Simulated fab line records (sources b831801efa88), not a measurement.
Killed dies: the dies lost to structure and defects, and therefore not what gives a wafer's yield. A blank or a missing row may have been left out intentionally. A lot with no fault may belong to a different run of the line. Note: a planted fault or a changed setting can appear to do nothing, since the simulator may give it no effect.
The tool behind it: which one? :: flow sky130 :: Sampling: 12 lots, 36 wafers, 2 of 708 route steps

== WHAT EACH GAUGE READ, for each wafer ==
SKY_VIA1_BOW_MEAS_03.
lot: L364
measured: day 32 18:37
on: filmMetro-01
VIA1_BOW (um): 86 79 85

lot: L366
measured: day 33 04:47
on: filmMetro-04
VIA1_BOW (um): 84 81 74

lot: L371
measured: day 35 05:25
on: filmMetro-03
VIA1_BOW (um): 71 71 67

lot: L370
measured: day 35 06:56
on: filmMetro-04
VIA1_BOW (um): 78 78 83

lot: L372
measured: day 35 12:35
on: filmMetro-03
VIA1_BOW (um): 89 90 79

lot: L373
measured: day 36 21:37
on: filmMetro-03
VIA1_BOW (um): 77 74 99

lot: L374
measured: day 36 21:58
on: filmMetro-01
VIA1_BOW (um): 79 80 76

lot: L375
measured: day 37 03:16
on: filmMetro-03
VIA1_BOW (um): 70 79 73

lot: L381
measured: day 37 23:51
on: filmMetro-01
VIA1_BOW (um): 74 87 76

lot: L383
measured: day 39 00:56
on: filmMetro-04
VIA1_BOW (um): 73 78 80

lot: L386
measured: day 39 15:08
on: filmMetro-03
VIA1_BOW (um): 79 81 68

lot: L387
measured: day 39 17:31
on: filmMetro-04
VIA1_BOW (um): 86 81 76

== EACH LOT AND THE TOOL THAT RAN IT (in order: tool; ch and the chambers of the sampled wafers; start) ==
lot: L364
SKY_METAL1_SPUTTER_00: pvdSputter-03, day 31 12:59

lot: L366
SKY_METAL1_SPUTTER_00: pvdSputter-03, day 32 00:13

lot: L371
SKY_METAL1_SPUTTER_00: pvdSputter-02, day 34 00:47

lot: L370
SKY_METAL1_SPUTTER_00: pvdSputter-02, day 34 02:32

lot: L372
SKY_METAL1_SPUTTER_00: pvdSputter-01, day 34 08:33

lot: L373
SKY_METAL1_SPUTTER_00: pvdSputter-02, day 35 17:24

lot: L374
SKY_METAL1_SPUTTER_00: pvdSputter-01, day 35 17:42

lot: L375
SKY_METAL1_SPUTTER_00: pvdSputter-03, day 35 23:17

lot: L381
SKY_METAL1_SPUTTER_00: pvdSputter-02, day 36 19:53

lot: L383
SKY_METAL1_SPUTTER_00: pvdSputter-02, day 37 21:58

lot: L386
SKY_METAL1_SPUTTER_00: pvdSputter-02, day 38 13:14

lot: L387
SKY_METAL1_SPUTTER_00: pvdSputter-01, day 38 15:07
- SKY_METAL1_SPUTTER_00: material Ti, target thk 15 nm, time 10 s.

== AS READ BY THE TOOLS THEMSELVES (means over the sampled wafers that have a number; for cases with no such wafer, the mark the record gives instead) ==
SKY_METAL1_SPUTTER_00.
lot: L364
tool: pvdSputter-03
throttleValvePct (%): 28.8

lot: L366
tool: pvdSputter-03
throttleValvePct (%): 29.2

lot: L371
tool: pvdSputter-02
throttleValvePct (%): 30.3

lot: L370
tool: pvdSputter-02
throttleValvePct (%): 30.7

lot: L372
tool: pvdSputter-01
throttleValvePct (%): 29.8

lot: L373
tool: pvdSputter-02
throttleValvePct (%): 31.2

lot: L374
tool: pvdSputter-01
throttleValvePct (%): 30.4

lot: L375
tool: pvdSputter-03
throttleValvePct (%): 30.0

lot: L381
tool: pvdSputter-02
throttleValvePct (%): 30.8

lot: L383
tool: pvdSputter-02
throttleValvePct (%): 30.4

lot: L386
tool: pvdSputter-02
throttleValvePct (%): 30.2

lot: L387
tool: pvdSputter-01
throttleValvePct (%): 29.5

== THE ANSWER, worked out from the rows above alone ==
Rule: usual is defined by the lots themselves. Put in order of their means at a reading, lots are off if they are a third of the lots or fewer, leave a main group of 4 or more, and stand apart from it by a gap of 3 or more times the standard deviation of the main group's means; of several such gaps the widest counts. If all means in a main group match to the digits the tables above print for the reading, that group is not used. A lot without any number at a reading at which 4 lots or more have one is off too. Where the step has rows for the other lots, those lots are counted as sound. After the gauges, taken in route order, come the tools' own readings; for these a lot's mean is taken, as printed above. At the first step where some lot is off, the reading lying furthest off is the one used; lots without a number count as furthest.
No lot is off on any of the readings shown, so nothing can be concluded from this.

== WHAT WAS PUT IN BY THE SIMULATOR ==
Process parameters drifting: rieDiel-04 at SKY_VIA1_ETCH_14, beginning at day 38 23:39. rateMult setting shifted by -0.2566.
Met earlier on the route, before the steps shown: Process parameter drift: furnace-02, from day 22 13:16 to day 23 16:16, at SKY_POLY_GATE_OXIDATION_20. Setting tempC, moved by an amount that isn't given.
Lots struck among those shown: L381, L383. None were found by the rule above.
